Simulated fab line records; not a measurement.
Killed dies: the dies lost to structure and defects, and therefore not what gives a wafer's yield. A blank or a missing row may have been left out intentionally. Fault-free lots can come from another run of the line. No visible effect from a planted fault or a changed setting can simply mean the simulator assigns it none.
2 desks, one fault | flow gf180mcu | only its own numbers are on each desk; what lay behind them is given at the end

== FROM THE METROLOGY DESK ==
Means of the sampled wafers that have a number, per lot and without regard to the tool the lot ran on: this is what the gauges read. The brackets show how far a lot's mean lies from the usual mean; more than 4 standard deviations puts the lot out of limits, marked OUT.
Columns: A = cd-nm at GF_V5_CD_MEAS_14, usual 260.4 nm; B = V5_W_THK at GF_V5_THK_MEAS_25, usual 350 nm
lot  | first seen here | A               | B
L966 | day 27 01:46    | 261.4           | 362
L968 | day 27 21:14    | 259.7           | 356
L972 | day 29 04:16    | 260.3           | 349
L973 | day 29 13:04    | 260.0           | 341
L976 | day 30 08:46    | 262.3           | 352
L980 | day 31 19:24    | 248.5 (-11) OUT | 337
L981 | day 32 00:05    | 248.9 (-10) OUT | 356
L982 | day 32 01:28    | 259.0           | 348
L983 | day 32 05:32    | 246.8 (-12) OUT | 350
L986 | day 32 21:56    | 259.9           | 352
L985 | day 32 23:25    | 260.9           | 349
L988 | day 33 08:46    | 259.5           | 358
This desk finds L980, L981, L983 out of limits, L980 being first, at day 31 19:24 (cd-nm at GF_V5_CD_MEAS_14). In limits: L966, L968, L972, L973, L976, L982, L986, L985, L988.

== DESK OF THE TOOL OWNER: litho-track-02 ==
Per lot that ran on this tool, the mean of the sampled wafers carrying a number, from the tool's own readings at GF_V5_SOFTBAKE_10 (time 60 s). The brackets show how far a lot's mean lies from the usual mean; more than 4 standard deviations puts the lot out of limits, marked OUT.
Columns: A = heater-power-total-W at GF_V5_SOFTBAKE_10, usual 93.05 W; B = run-length-s at GF_V5_SOFTBAKE_10, usual 89.09 s
lot  | first seen here | A                        | B
L966 | day 26 16:00    | 93.05                    | 88.77
L972 | day 28 18:00    | 93.00                    | 88.85
L980 | day 31 10:00    | 119.89 (+99 or more) OUT | 55.74 (-99 or more) OUT
L981 | day 31 14:00    | 119.86 (+99 or more) OUT | 55.81 (-99 or more) OUT
L983 | day 31 21:00    | 119.87 (+99 or more) OUT | 55.70 (-99 or more) OUT
This desk finds L980, L981, L983 out of limits, L980 being first, at day 31 10:00 (heater-power-total-W at GF_V5_SOFTBAKE_10). In limits: L966, L972.

== PUT TOGETHER ==
The tool owner's desk had the chance to raise an alarm at day 31 10:00 on L980, L981, L983.
An alarm was possible from the metrology desk at day 31 19:24, on L980, L981, L983.
The lots listed all ran GF_V5_SOFTBAKE_10 on litho-track-02.

== WHAT THE SIMULATOR HAD PUT IN ==
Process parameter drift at GF_V5_SOFTBAKE_10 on litho-track-02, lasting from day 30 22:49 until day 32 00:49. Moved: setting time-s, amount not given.
Lots struck among those shown: L980, L981, L983.
Fault start to first reading out of limits, in hours, per desk: tool owner, 11; metrology, 21.
